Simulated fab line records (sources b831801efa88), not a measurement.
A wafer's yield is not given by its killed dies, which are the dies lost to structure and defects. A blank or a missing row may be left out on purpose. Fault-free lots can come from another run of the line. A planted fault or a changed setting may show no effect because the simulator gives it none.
Matching of chambers    flow sky130    hdpcvd-02 running SKY_VIA2_HDPCVD_00: 3 sister chambers
The step deposits SiO2, target thk 1180 nm, time 196.7 s. 14 wafers are shown with their chamber, then 7 later ones without.

## EACH WAFER AND ITS CHAMBER
wafer   chamber  sih4_flow_sccm (sccm)
L457.3  0        59.95
L457.4  1        60.13
L457.6  2        60.20
L459.2  1        60.06
L459.3  0        60.23
L459.5  2        59.90
L458.1  1        60.01
L458.4  0        60.09
L458.5  1        59.81
L463.2  0        59.64
L463.3  2        60.13
L463.6  0        59.90
L462.1  2        60.06
L462.2  1        60.17

SIGNATURES (averages over the wafers above)
reading         chamber 0  chamber 1  chamber 2  scatter within a chamber
sih4_flow_sccm  59.9620    60.0360    60.0725    0.172
Rule: a wafer lies at a distance from a chamber equal to the root of the sum of squares, over the readings, of (its reading less the chamber's mean, divided by the reading's scatter). The wafer belongs to the nearest chamber; if the next one is less than 2 further off, it can't be placed. The scatter is the square root of a quotient: the sum, over the shown wafers, of each reading's squared deviation from its chamber's mean, divided by wafers minus chambers.

## WAFERS MISSING THEIR CHAMBER
wafer   sih4_flow_sccm (sccm)
L462.5  59.78
L477.1  60.13
L477.3  59.94
L477.5  60.04
L478.2  60.11
L478.5  60.00
L478.6  60.24

## CHAMBER TAKEN BY EACH
wafer   from the rows above           in truth
L462.5  can't be placed: 0 or 1 or 2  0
L477.1  can't be placed: 2 or 1 or 0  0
L477.3  can't be placed: 0 or 1 or 2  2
L477.5  can't be placed: 1 or 2 or 0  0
L478.2  can't be placed: 2 or 1 or 0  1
L478.5  can't be placed: 1 or 0 or 2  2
L478.6  can't be placed: 2 or 1 or 0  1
0 of 7 placed correctly. Can't be placed from these rows: 7 (the true chamber is among the candidates in 7). Number placed wrongly: 0.
